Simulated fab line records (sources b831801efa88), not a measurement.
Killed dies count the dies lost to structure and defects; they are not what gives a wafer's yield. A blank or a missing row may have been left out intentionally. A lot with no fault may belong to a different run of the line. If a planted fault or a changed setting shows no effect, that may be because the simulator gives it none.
Lot-split experiment    flow sky130    route with 708 steps; 5 lots, 23 wafers read

== ABOUT THE SPLIT ==
At SKY_LOCAL_INTERCONNECT_METAL_ETCH_14 (etches TiN in Cl2/BCl3, stops on PSG, target depth 110 nm, time 31.4 s), the setting timeS was moved away from the recipe's 31.4 s on 7 of the 23 wafers read, by -12.1% to +12.8%. All remaining wafers had this setting at the recipe value.

The reading comes from the split's own step.

== THE READING ==
oesProductAu, in a.u., at SKY_LOCAL_INTERCONNECT_METAL_ETCH_14 (etches TiN in Cl2/BCl3, stops on PSG, target depth 110 nm, time 31.4 s). On this fab line, fault-free wafers typically give 0.917 a.u. with a standard deviation of 0.0076 a.u.

wafer   tool, chamber at the split  timeS as run, s  against the recipe  oesProductAu, a.u.  against lot-mates on the recipe
L077.1  rieMetal-02, 1              31.4             recipe              0.915               -
L077.2  rieMetal-02, 0              27.84            -11.3%              0.977               +0.055
L077.4  rieMetal-02, 1              31.4             recipe              0.928               -
L077.5  rieMetal-02, 0              27.84            -11.3%              0.986               +0.065
L077.6  rieMetal-02, 1              27.84            -11.3%              0.986               +0.065
L074.1  rieMetal-01, 1              31.4             recipe              0.912               -
L074.2  rieMetal-01, 0              35.42            +12.8%              0.882               -0.029
L074.3  rieMetal-01, 1              35.42            +12.8%              0.884               -0.027
L074.4  rieMetal-01, 0              31.4             recipe              0.915               -
L074.6  rieMetal-01, 1              31.4             recipe              0.907               -
L075.1  rieMetal-02, 1              31.4             recipe              0.926               -
L075.2  rieMetal-02, 0              31.4             recipe              0.917               -
L075.6  rieMetal-02, 1              31.4             recipe              0.909               -
L079.1  rieMetal-04, 1              31.4             recipe              0.932               -
L079.2  rieMetal-04, 1              31.4             recipe              0.925               -
L079.4  rieMetal-04, 1              31.4             recipe              0.923               -
L079.5  rieMetal-04, 1              31.4             recipe              0.930               -
L079.6  rieMetal-04, 1              31.4             recipe              0.923               -
L083.1  rieMetal-01, 0              27.59            -12.1%              0.999               +0.091
L083.2  rieMetal-01, 1              27.59            -12.1%              0.988               +0.080
L083.4  rieMetal-01, 1              31.4             recipe              0.909               -
L083.5  rieMetal-01, 0              31.4             recipe              0.910               -
L083.6  rieMetal-01, 1              31.4             recipe              0.906               -

FIT RESULTS
A straight line over all 23 wafers: oesProductAu changes by -0.00473 a.u. for each +1% of timeS; r = -0.94; the points scatter about the line by 0.012 a.u.
The same after taking each lot's own level away (the mean of its wafers on the recipe; 23 wafers): -0.00464 a.u. for each +1%; r = -0.93; scatter 0.013 a.u.
The reading moves by 0.059 a.u. for the largest change in timeS, on that fit.
The span of the lots' own levels, 0.9083 to 0.9266 a.u., comes to 2.4 times the standard deviation stated above.
The two slopes are in agreement: the lot-to-lot level therefore moves the slope only a little.
Check: for one of the wafers moved furthest among these (+12.8%), held out of the fit, the line's prediction against its lot-mates is -0.0611 a.u. Against them it came out at -0.0293 a.u.
Tool readings at the split's step, against how far the setting was moved: oesProductAu r = -0.94.

== THE OTHER SPLITS THESE WAFERS WENT THROUGH ==
Note: prior to the reading, these wafers also went through further splits. Each is held against what the fit with the lots' levels taken away leaves over:
other split on the same wafers         wafers away from the commonest value  r with oesProductAu (lot level and that fit taken away)
SKY_POLY_GATE_IMPLANT_02 energyKev     9                                     +0.00
SKY_LDD_P_IMPLANT_09 doseCm2           10                                    +0.13
SKY_LDD_LDN_IMPLANT_08 energyKev       7                                     -0.23
SKY_SD_N_COAT_02 spinRpm               4                                     +0.18
SKY_SD_N_IMPLANT_09 energyKev          9                                     +0.34
SKY_LI_CONTACT_CMP_02 leaveAboveRefNm  6                                     +0.01
SKY_LI_CONTACT_EXPOSE_09 doseMj        7                                     +0.13

== THE WHOLE CHAIN: every reading that the file lists as answering this split, in the file's order ==
step                                  what it does                                                            reading                                                                                         change (the file's fit)                    r (the file's)
SKY_LOCAL_INTERCONNECT_METAL_ETCH_14  etches TiN in Cl2/BCl3, stops on PSG, target depth 110 nm, time 31.4 s  oesProductAu                                                                                    -0.00476 a.u. for each +1% of the setting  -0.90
SKY_LOCAL_INTERCONNECT_METAL_ETCH_14  etches TiN in Cl2/BCl3, stops on PSG, target depth 110 nm, time 31.4 s  KrF-thick_of_LOCAL_INTERCONNECT_COAT_06.thkNm (the simulator's own value, which no gauge read)  -0.434 nm for each +1% of the setting      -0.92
SKY_LOCAL_INTERCONNECT_STRIP_15       strips in O2/N2                                                         stripTimeToEndpointS                                                                            withheld for each +1% of the setting       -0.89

== FILE'S OWN FIT ==
oesProductAu changes by -0.00476 a.u. for each +1% of timeS, r = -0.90.
